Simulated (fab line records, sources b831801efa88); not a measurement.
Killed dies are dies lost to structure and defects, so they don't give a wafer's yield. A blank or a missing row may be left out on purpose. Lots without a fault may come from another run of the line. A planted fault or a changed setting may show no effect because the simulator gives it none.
fab line records | flow gf180mcu
record lots=7 wafers=21 last_day=34
route steps=602 shown HV_LDD@194
lots that met no fault: from a run of the same line without faults
start_h: hours from the record's first day to the start of the lot's first wafer shown | wait_h: hours since the lot's step before | " the same as in the row above | L1.1+2: a row that stands for several wafers | - no value, or no start given | * or withheld: withheld | < > ~ a bound
route shown NAME@n: a module of which the file shows steps, and the number in the route of the first | usual: mean/standard deviation of fault-free wafers | same: alike in all rows | chamber/n: place in a boat | sites: the reading at each site | _std_site: their standard deviation | _edge_site: outer sites' mean less inner sites' | radius_mm: how far each site lies from the wafer's centre | mask NAME#n: copy n | behind: the tool/chamber that last shaped the wafer | hold: why the lot was held/for how many hours/how that ended | device: the transistor (n, p or np) that didn't switch | end of line: the same wafers' tests at the end of the route | a step without rows: its recipe alone | killed: dies lost to structure and defects at the first sort, not the wafer's yield | map: a wafer's dies, x killed, . not, _ none there
set.NAME: the setting as run; set.NAME@STEP: as run at that earlier step | model.NAME: the simulator's own value behind a step, which no gauge read
lots at some steps of the route; a table a step, a row a wafer
services: from which hour (start_h, from the record's first day; less than 0 if before it) a tool's chamber was out of use, for how many hours, and why
## steps
# step GF_HV_LDD_DEVELOP_18
# recipe develop_time_s=60 dev_temp_c=24.11
# step GF_HV_LDD_CD_MEAS_19
# recipe target_cd_nm=400
# usual cd_nm=395.9/2.1
# columns lot.wafer tool chamber start_h wait_h cd_nm
L483.2 cd_sem-02 - 231.70 0.1 398.6
L483.3 " - " " 395.5
L483.5 " - " " 396.8
L487.1 cd_sem-01 - 267.47 0.1 392.6
L487.4 " - " " 393.2
L487.5 " - " " 393.5
L488.1 cd_sem-01 - 267.63 0.1 396.0
L488.3 " - " " 396.5
L488.4 " - " " 393.9
L489.2 cd_sem-01 - 276.45 0.1 393.2
L489.3 " - " " 394.4
L489.5 " - " " 394.1
L490.2 cd_sem-02 - 282.30 0.1 393.2
L490.3 " - " " 392.3
L490.4 " - " " 393.3
L501.1 cd_sem-02 - 372.30 0.1 398.4
L501.2 " - " " 398.4
L501.3 " - " " 397.5
L505.3 cd_sem-02 - 406.89 0.1 393.7
L505.4 " - " " 393.8
L505.6 " - " " 392.7
# step GF_HV_LDD_OVL_MEAS_20
# usual HV_LDD_01_OVL=1.3/1.3
# columns lot.wafer tool chamber start_h wait_h HV_LDD_01_OVL[nm]
L483.2 overlay-02 - 231.80 0.1 1.6
L483.3 " - " " 2.4
L483.5 " - " " 0.7
L487.1 overlay-01 - 267.59 0.1 1.1
L487.4 " - " " 3.7
L487.5 " - " " 2.3
L488.1 overlay-02 - 267.75 0.1 2.4
L488.3 " - " " 2.2
L488.4 " - " " 1.5
L489.2 overlay-02 - 276.55 0.1 3.8
L489.3 " - " " 0.2
L489.5 " - " " -1.4
L490.2 overlay-02 - 282.40 0.1 -0.3
L490.3 " - " " 1.7
L490.4 " - " " -1.1
L501.1 overlay-02 - 372.42 0.1 2.1
L501.2 " - " " 0.9
L501.3 " - " " 0.4
L505.3 overlay-02 - 406.98 0.1 2.3
L505.4 " - " " -0.4
L505.6 " - " " 0.3
# step GF_HV_LDD_IMPLANT_21
# recipe species=BF2 energy_kev=25 dose_cm2=5e+13 tilt_deg=7
# step GF_HV_LDD_STRIP_22
# recipe chemistry=O2/N2 power_w=1400 pressure_mtorr=1500 platen_temp_c=250 o2_flow_sccm=3000 n2_flow_sccm=300 overash_fraction=0.5
# usual drypump_motor_current_A=5.4/0.52 heater_power_w=366/73 n2_flow_sccm=299.9/1 o2_flow_sccm=2999/8.7 oes_product_au=0.716/0.0048 strip_time_to_endpoint_s=12.64/0.042
# columns lot.wafer tool chamber start_h wait_h drypump_motor_current_A heater_power_w n2_flow_sccm o2_flow_sccm oes_product_au rf_hours_counter_h strip_time_to_endpoint_s
L483.2 plasma_asher-02 0 231.98 0.1 6.0 472 298.9 2985 0.715 13 12.71
L483.3 " 1 " " 4.9 341 298.4 2989 0.713 - 12.72
L483.5 " 1 " " 4.9 339 297.8 2985 0.722 - 12.66
L487.1 plasma_asher-01 1 267.78 0.1 5.4 321 300.2 2999 0.716 62 12.59
L487.4 " 0 " " 5.7 299 299.5 3002 0.720 - 12.60
L487.5 " 1 " " 5.3 329 299.8 3015 0.709 - 12.63
L488.1 plasma_asher-04 0 267.93 0.1 5.8 284 302.2 2997 0.705 58 12.76
L488.3 " 1 " " 4.7 386 300.7 2990 0.721 - 12.74
L488.4 " 0 " " 5.8 273 302.5 2998 0.716 - 12.74
L489.2 plasma_asher-01 0 276.73 0.1 5.7 296 299.0 3014 0.719 63 12.69
L489.3 " 1 " " 5.4 333 300.5 3011 0.713 - 12.73
L489.5 " 1 " " 5.4 333 300.0 2988 0.724 - 12.66
L490.2 plasma_asher-02 0 282.73 0.2 6.0 485 299.8 2997 0.719 18 12.62
L490.3 " 0 " " 6.0 486 299.7 3012 0.727 - 12.65
L490.4 " 1 " " 4.9 339 299.1 3004 0.725 - 12.65
L501.1 plasma_asher-02 0 372.61 0.1 6.0 476 300.9 2991 0.716 29 12.59
L501.2 " 1 " " 4.9 345 301.6 3009 0.720 29 12.57
L501.3 " 1 " " 4.9 347 302.2 3001 0.716 - 12.56
L505.3 plasma_asher-04 1 407.19 0.1 4.7 386 300.6 2993 0.719 - 12.66
L505.4 " 0 " " 5.8 271 300.3 2991 0.723 - 12.63
L505.6 " 0 " " 5.8 277 299.3 3003 0.715 - 12.65
# step GF_HV_LDD_TW_MEAS_23
# usual HV_LDD_2_TW=1057/9.9
# columns lot.wafer tool chamber start_h wait_h HV_LDD_2_TW
L483.2 film_metro-04 - 232.09 0.1 1046
L483.3 " - " " 1046
L483.5 " - " " 1045
L487.1 film_metro-01 - 267.88 0.1 1060
L487.4 " - " " 1046
L487.5 " - " " 1056
L488.1 film_metro-04 - 268.03 0.1 1056
L488.3 " - " " 1057
L488.4 " - " " 1054
L489.2 film_metro-03 - 276.84 0.1 1073
L489.3 " - " " 1072
L489.5 " - " " 1071
L490.2 film_metro-03 - 282.84 0.1 1072
L490.3 " - " " 1068
L490.4 " - " " 1077
L501.1 film_metro-03 - 372.71 0.1 1066
L501.2 " - " " 1068
L501.3 " - " " 1065
L505.3 film_metro-01 - 407.27 0.1 1049
L505.4 " - " " 1043
L505.6 " - " " 1046
# step GF_HV_LDD_DEHYDRATE_24
# recipe temp_c=200 time_s=60
# step GF_HV_LDD_HMDS_25
# recipe prime_time_s=60 prime_temp_c=120
# step GF_HV_LDD_COAT_26
# recipe resist=NOVOLAK spin_rpm=3000 resist_thk_nm=1000
# step GF_HV_LDD_SOFTBAKE_27
# recipe temp_c=90 time_s=60 resist=NOVOLAK
# step GF_HV_LDD_EXPOSE_28
# recipe mask_id=Nplus_HV_AREA target_cd_nm=400 na=0.6 source_shape=conventional sigma_outer=0.6 dose_mj=140
# step GF_HV_LDD_PEB_29
# recipe temp_c=withheld time_s=* resist=NOVOLAK
# step GF_HV_LDD_DEVELOP_30
# recipe develop_time_s=60 dev_temp_c=22.2
# usual chill_plate_temp_C=23.00/0.1 develop_time_s=60/0
# columns lot.wafer tool chamber start_h wait_h chill_plate_temp_C develop_time_s model.HV_LDD.cd_nm
L483.2 litho_track-01 0 250.05 0.1 23.01 60 400.7
L483.3 " 0 " " 22.89 60 400.7
L483.5 " 0 " " 22.73 60 400.1
L487.1 litho_track-04 0 287.37 0.1 22.89 60 401.1
L487.4 " 0 " " 22.75 60 402.3
L487.5 " 0 " " 22.89 60 402.1
L488.1 litho_track-04 - 287.67 0.1 - - 396.1
L488.3 " - " " - - 396.5
L488.4 " - " " - - 393.8
L489.2 litho_track-03 - 295.78 0.1 - - 393.3
L489.3 " - " " - - 394.5
L489.5 " - " " - - 394.2
L490.2 litho_track-04 - 302.00 0.1 - - 392.9
L490.3 " - " " - - 392.5
L490.4 " - " " - - 393.2
L501.1 litho_track-01 0 395.28 0.1 22.96 60 406.3
L501.2 " 0 " " 22.99 60 404.5
L501.3 " 0 " " 23.16 60 403.1
L505.3 litho_track-04 0 431.17 0.1 22.98 60 401.8
L505.4 " 0 " " 23.02 60 400.4
L505.6 " 0 " " 22.97 60 401.9
# step GF_HV_LDD_CD_MEAS_31
# recipe target_cd_nm=400
# usual cd_nm=402.6/2.3
# columns lot.wafer tool chamber start_h wait_h cd_nm
L483.2 cd_sem-02 - 250.20 0.1 400.9
L483.3 " - " " 400.8
L483.5 " - " " 400.2
L487.1 cd_sem-02 - 287.52 0.1 400.8
L487.4 " - " " 402.2
L487.5 " - " " 402.0
L488.1 cd_sem-01 - 287.82 0.1 -
L488.3 " - " " -
L488.4 " - " " -
L489.2 cd_sem-01 - 295.92 0.1 -
L489.3 " - " " -
L489.5 " - " " -
L490.2 cd_sem-01 - 302.14 0.1 -
L490.3 " - " " -
L490.4 " - " " -
L501.1 cd_sem-02 - 395.43 0.1 405.9
L501.2 " - " " 404.6
L501.3 " - " " 403.2
L505.3 cd_sem-01 - 431.31 0.1 401.9
L505.4 " - " " 400.3
L505.6 " - " " 401.6
## services
# columns tool chamber start_h hours kind
plasma_asher-04 - 229.23 1.5 repair
plasma_asher-02 - 238.44 0.5 repair
plasma_asher-01 - 294.02 109.5 pm
plasma_asher-02 - 333.69 15.6 pm
plasma_asher-04 - 352.41 3.9 repair
plasma_asher-04 - 356.32 4.0 pm
plasma_asher-04 - 388.14 4.9 repair
plasma_asher-01 - 421.25 9.0 pm
plasma_asher-01 0 421.25 10.6 vent_cycle
plasma_asher-01 1 421.25 10.6 vent_cycle
plasma_asher-01 - 429.48 2.4 repair
plasma_asher-01 0 430.25 - clean
plasma_asher-01 1 430.25 - clean
## key
first_sign step=GF_HV_LDD_DEVELOP_30 reading=tool_record direction=missing
effect none on later readings
model_effect step=GF_HV_LDD_DEVELOP_30 value=HV_LDD.cd_nm without=403.6 struck=394.1
met_at GF_HV_LDD_DEVELOP_30
struck_wafers L488.1,L488.3,L488.4,L489.2,L489.3,L489.5,L490.2,L490.3,L490.4
later_rows_left_out L488.1,L488.3,L488.4,L489.2,L489.3,L489.5,L490.2,L490.3,L490.4
sort_left_out L488.1,L488.3,L488.4,L489.2,L489.3,L489.5,L490.2,L490.3,L490.4
tester_left_out L488,L489,L490
onset_between 287.37 287.67
fault kind=skipped_step_whole tool=litho_track-03,litho_track-04 chamber=- onset_h=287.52 steps=GF_HV_LDD_DEVELOP_30 scope=struck_lots_only
# tester_left_out: of these lots the tester's yield and bins aren't shown, on N5 and GAA mostly nor the transistor test; their killed dies are dies lost to structure and defects alone, not to doping, threshold or leakage, so they don't give the yield
# sort_left_out: the simulated sort isn't trusted on such a fault, so these wafers' sort isn't shown, and their yield isn't known
# later_rows_left_out: the simulator's readings of these wafers behind a module that went badly wrong aren't trusted and aren't shown, but for the sort
